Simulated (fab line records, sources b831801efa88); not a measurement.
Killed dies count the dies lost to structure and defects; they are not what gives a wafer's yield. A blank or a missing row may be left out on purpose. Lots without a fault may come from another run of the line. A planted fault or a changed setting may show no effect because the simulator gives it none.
The tool behind it: which one? || flow sky130 || 18 wafers from 6 lots sampled at 2 of the route's 708 steps

WHAT THE GAUGES SHOWED, per wafer
SKY_VIA3_BOW_MEAS_03.
{"lot": "L784", "measured": "day 38 16:07", "on": "film-metro-04", "VIA3_BOW (um)": "89 86 84"}
{"lot": "L787", "measured": "day 40 13:55", "on": "film-metro-03", "VIA3_BOW (um)": "77 70 76"}
{"lot": "L790", "measured": "day 41 02:50", "on": "film-metro-04", "VIA3_BOW (um)": "79 79 79"}
{"lot": "L801", "measured": "day 43 21:23", "on": "film-metro-02", "VIA3_BOW (um)": "90 94 87"}
{"lot": "L803", "measured": "day 44 13:07", "on": "film-metro-04", "VIA3_BOW (um)": "66 69 73"}
{"lot": "L805", "measured": "day 45 01:23", "on": "film-metro-03", "VIA3_BOW (um)": "92 83 88"}

WHAT TOOL EACH LOT RAN ON (gives the tool, then ch and the chambers of the sampled wafers, and finally the start)
{"lot": "L784", "SKY_VT_ADJUST_HVTP_STRIP_10": "plasma-asher-02 ch 0,1, day 6 06:07"}
{"lot": "L787", "SKY_VT_ADJUST_HVTP_STRIP_10": "plasma-asher-03 ch 0,1, day 7 13:39"}
{"lot": "L790", "SKY_VT_ADJUST_HVTP_STRIP_10": "plasma-asher-03 ch 0,1, day 8 02:31"}
{"lot": "L801", "SKY_VT_ADJUST_HVTP_STRIP_10": "plasma-asher-03 ch 0,1, day 11 01:05"}
{"lot": "L803", "SKY_VT_ADJUST_HVTP_STRIP_10": "plasma-asher-02 ch 1, day 11 14:58"}
{"lot": "L805", "SKY_VT_ADJUST_HVTP_STRIP_10": "plasma-asher-02 ch 0,1, day 12 02:38"}
- SKY_VT_ADJUST_HVTP_STRIP_10: strips in O2/N2.

THE ANSWER, worked out from the rows above alone
Rule: the usual values come from the lots themselves. The widest of any qualifying gaps counts: lots, ordered by their means at a reading, are off when they make up no more than a third of the lots, leave a main group of 4 or more, and stand apart from it by 3 or more times the standard deviation of that group's means. A main group whose means are all the same, to the digits that the tables above print for the reading, isn't used. Also off: a lot with no number at a reading for which 4 or more lots have one. Any other lot the step has rows for is counted as sound.
Nothing can be told from this: no lot is off at any reading shown.

WHAT HAD BEEN PUT IN BY THE SIMULATOR
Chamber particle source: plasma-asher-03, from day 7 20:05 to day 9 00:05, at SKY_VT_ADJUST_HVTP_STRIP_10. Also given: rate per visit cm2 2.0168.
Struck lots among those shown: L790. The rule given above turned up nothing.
